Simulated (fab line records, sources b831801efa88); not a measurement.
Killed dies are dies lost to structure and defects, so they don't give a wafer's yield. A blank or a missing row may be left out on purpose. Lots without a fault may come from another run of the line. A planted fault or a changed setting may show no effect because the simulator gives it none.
Which tool did it? | flow gf180mcu | 6 lots, 18 wafers sampled, at 2 steps of a route of 602

WHAT THE GAUGES READ, wafer by wafer
GF_SAB_CD_MEAS_09: target cd 420 nm.
lot  | measured     | on        | cd_nm (nm)
L771 | day 15 19:53 | cd_sem-02 | 421.0 419.6 419.8
L773 | day 16 16:48 | cd_sem-01 | 416.4 416.3 416.5
L777 | day 18 03:52 | cd_sem-01 | 417.7 416.1 418.4
L783 | day 20 04:43 | cd_sem-01 | 495.5 496.8 496.2
L788 | day 21 19:52 | cd_sem-02 | 415.1 416.8 417.3
L790 | day 22 17:44 | cd_sem-02 | 421.5 420.5 418.0

WHICH TOOL RAN EACH LOT (tool, then ch and the chambers of the sampled wafers, then the start)
lot  | GF_SAB_EXPOSE_06
L771 | iline_stepper-02 ch 0, day 15 08:40
L773 | iline_stepper-02 ch 0, day 16 05:39
L777 | iline_stepper-01 ch 0, day 17 16:16
L783 | iline_stepper-01 ch 0, day 19 17:07
L788 | iline_stepper-02 ch 0, day 21 08:17
L790 | iline_stepper-02 ch 0, day 22 06:29
- GF_SAB_EXPOSE_06: exposes mask SAB, target cd 420 nm.

THE ANSWER, worked out from the rows above alone
Rule: what is usual is taken from the lots themselves. Put in order of their means at a reading, lots are off if they are a third of the lots or fewer, leave a main group of 4 or more, and stand apart from it by a gap of 3 or more times the standard deviation of the main group's means; of several such gaps the widest counts. A main group whose means are all the same, to the digits that the tables above print for the reading, isn't used. A lot without any number at a reading at which 4 lots or more have one is off too. The other lots that the step has rows for count as sound.
Off: L783, at GF_SAB_CD_MEAS_09 (cd_nm). The main group: mean 418.1 nm, standard deviation 1.7.
A tool fits if, at a process step before that reading, it ran every lot that is off, and no sound lot after the first of them. The gauges at GF_SAB_CD_MEAS_09 are tried like those tools. Can't be told from this: 2 tools fit, iline_stepper-01 at GF_SAB_EXPOSE_06, cd_sem-01 at GF_SAB_CD_MEAS_09.

WHAT THE SIMULATOR HAD PUT IN
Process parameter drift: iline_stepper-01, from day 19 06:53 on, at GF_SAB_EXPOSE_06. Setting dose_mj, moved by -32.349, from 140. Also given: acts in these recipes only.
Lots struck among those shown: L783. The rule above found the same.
